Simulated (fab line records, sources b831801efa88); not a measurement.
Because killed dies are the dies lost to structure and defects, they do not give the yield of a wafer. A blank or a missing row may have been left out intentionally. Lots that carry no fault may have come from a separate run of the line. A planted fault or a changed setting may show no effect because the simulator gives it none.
Which tool is to blame? | flow sky130 | 6 lots (18 wafers sampled), 1 step of a 708-step route

== WHAT THE GAUGES READ, wafer by wafer ==
SKY_LDD_N_TW_MEAS_17.
lot  | measured     | on           | LDD_N_TW
L822 | day 20 16:31 | filmMetro-03 | 2612 2610 2603
L825 | day 21 20:27 | filmMetro-04 | 2623 2625 2615
L832 | day 24 05:10 | filmMetro-04 | 2613 2619 2622
L835 | day 24 15:29 | filmMetro-03 | 2597 2594 2597
L838 | day 25 21:38 | filmMetro-04 | 2600 2607 2601
L840 | day 26 17:16 | filmMetro-03 | 2580 2590 2603

== TOOL THAT RAN EACH LOT (tool first, then ch and the chambers of the sampled wafers, then the start) ==
The record holds no process step before these readings.

== THE ANSWER, worked out from the rows above alone ==
Rule: the usual values come from the lots themselves. Put in order of their means at a reading, lots are off if they are a third of the lots or fewer, leave a main group of 4 or more, and stand apart from it by a gap of 3 or more times the standard deviation of the main group's means; of several such gaps the widest counts. If all means in a main group match to the digits the tables above print for the reading, that group is not used. Also off: a lot with no number at a reading for which 4 or more lots have one. Any other lot the step has rows for is counted as sound.
No lot is off at any reading shown: from this, nothing can be told.

== WHAT THE SIMULATOR HAD PUT IN ==
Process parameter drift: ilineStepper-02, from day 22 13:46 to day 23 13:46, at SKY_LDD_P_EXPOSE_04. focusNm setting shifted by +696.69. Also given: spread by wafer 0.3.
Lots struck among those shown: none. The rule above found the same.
